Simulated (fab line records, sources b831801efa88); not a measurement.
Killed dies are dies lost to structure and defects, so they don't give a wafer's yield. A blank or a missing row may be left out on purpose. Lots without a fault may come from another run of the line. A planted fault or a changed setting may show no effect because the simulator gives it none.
Problem report in the 8D (eight disciplines) form, filled by code | flow gf180mcu | the parts of the form that need people (team, actions taken, sign-off) are left out

1. THE PROBLEM
o2_flow_sccm at GF_STI_STRIP_15 reads a mean of 3598 sccm on 6 wafers of 2 lots; wafers without a fault read 2998 sccm with a standard deviation of 9.9. That is +61 standard deviations from the usual mean.
The step: strips in O2/N2.
First seen on wafer L227.1, day 3 08:31, on plasma_asher-03. The record holds 36 wafers of 12 lots with a number at this step. Rule for "out", or "out of limits": more than 4 standard deviations from the usual mean. The other wafers with a number count as sound.

2. WHAT IT IS AND WHAT IT IS NOT
question                    | is                     | is not
which readings at this step | o2_flow_sccm           | drypump_motor_current_A, heater_power_w, oes_product_au
which lots                  | L227, L228             | L222, L224, L225, L226, L233, L236, L240, L242, L243, L244
which wafers of those lots  | all that have a number | -
read on which tools         | plasma_asher-03        | plasma_asher-01, plasma_asher-04
when                        | from day 3 08:31       | up to then (12 sound wafers); but 18 sound wafers of L233, L236, L240, L242, L243, L244 came after

3. SUSPECTS, AND WHAT RULES EACH OUT
Counting: a tool at a process step up to the reading stays a suspect if it ran every lot that is out and no sound lot after the first of them.
- rie_si-01 at GF_STI_ETCH_14 (etches Si in HBr/Cl2/O2, target depth 360 nm, time 102.9 s): ruled out as a lasting fault. Sound lots L236 ran on it after its first lot that is out, L227 (day 3 08:26).
- plasma_asher-03 at GF_STI_STRIP_15 (strips in O2/N2): ruled out as a lasting fault. Sound lots L244 ran on it after its first lot that is out, L227 (day 3 08:31).
Left after counting: nothing in the record.

4. THE CAUSE (what the simulator had put in)
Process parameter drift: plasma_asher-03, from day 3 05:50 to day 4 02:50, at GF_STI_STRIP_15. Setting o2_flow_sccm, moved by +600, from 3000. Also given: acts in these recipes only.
Counting ruled it out, wrongly.

5. THE CHAIN OF EFFECTS, in route order
Each row: a reading whose mean over the struck wafers that have a number lies more than 3 standard deviations from the usual. Only readings for which the record gives a usual standard deviation are gone through. hours: the time from each lot's start at the first step in this table that gives one to its start at this step, as a median over the lots. sigmas: the change in usual standard deviations.
hours | step            | reading      | usual     | on struck wafers | change | sigmas
0     | GF_STI_STRIP_15 | o2_flow_sccm | 2998 sccm | 3598             | +600   | +61
The process steps in it:
- GF_STI_STRIP_15: strips in O2/N2.
Later measuring or inspecting steps at which every struck wafer that the step has a row for has a number for every such reading, and none has moved that far: GF_VT_IMPLANT_OVL_MEAS_07.

6. WHAT WOULD HAVE CAUGHT IT SOONER
In this record the first reading out of limits was taken at day 3 08:31, 3 hours after the fault began at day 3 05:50.
